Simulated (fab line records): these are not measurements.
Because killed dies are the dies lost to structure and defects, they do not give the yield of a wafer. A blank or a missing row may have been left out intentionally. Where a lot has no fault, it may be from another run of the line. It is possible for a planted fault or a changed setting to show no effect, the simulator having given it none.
Which tool was responsible? -- flow gf180mcu -- 12 lots (36 wafers sampled), 1 step of a 602-step route

## WHAT THE GAUGES READ, wafer by wafer
GF_M3_OVL_MEAS_15.
lot,measured,on,M3_OVL (nm)
L075,day 21 21:08,overlay-02,9 7 9
L077,day 22 14:12,overlay-01,7 8 2
L079,day 23 08:15,overlay-02,0 -4 1
L081,day 24 06:11,overlay-01,-3 -3 2
L083,day 24 10:08,overlay-01,-3 -4 7
L085,day 25 11:49,overlay-01,9 6 1
L087,day 26 03:05,overlay-02,1 -6 -3
L089,day 26 15:19,overlay-01,-8 -6 -3
L091,day 27 12:37,overlay-01,-1 11 4
L093,day 28 00:13,overlay-01,3 3 3
L095,day 28 15:05,overlay-02,1 0 6
L097,day 29 01:38,overlay-01,-3 -12 -2

## WHAT TOOL EACH LOT RAN ON (gives the tool, then ch and the chambers of the sampled wafers, and finally the start)
No process step before these readings appears in the record.

## THE ANSWER, worked out from the rows above alone
Rule: usual is defined by the lots themselves. The widest of any qualifying gaps counts: lots, ordered by their means at a reading, are off when they make up no more than a third of the lots, leave a main group of 4 or more, and stand apart from it by 3 or more times the standard deviation of that group's means. Not used: any main group whose means are identical at the precision the tables above print for the reading. Also off: a lot with no number at a reading for which 4 or more lots have one. Any other lot the step has rows for is counted as sound.
No lot is off at any reading shown: from this, nothing can be told.

## WHAT WAS PUT IN BY THE SIMULATOR
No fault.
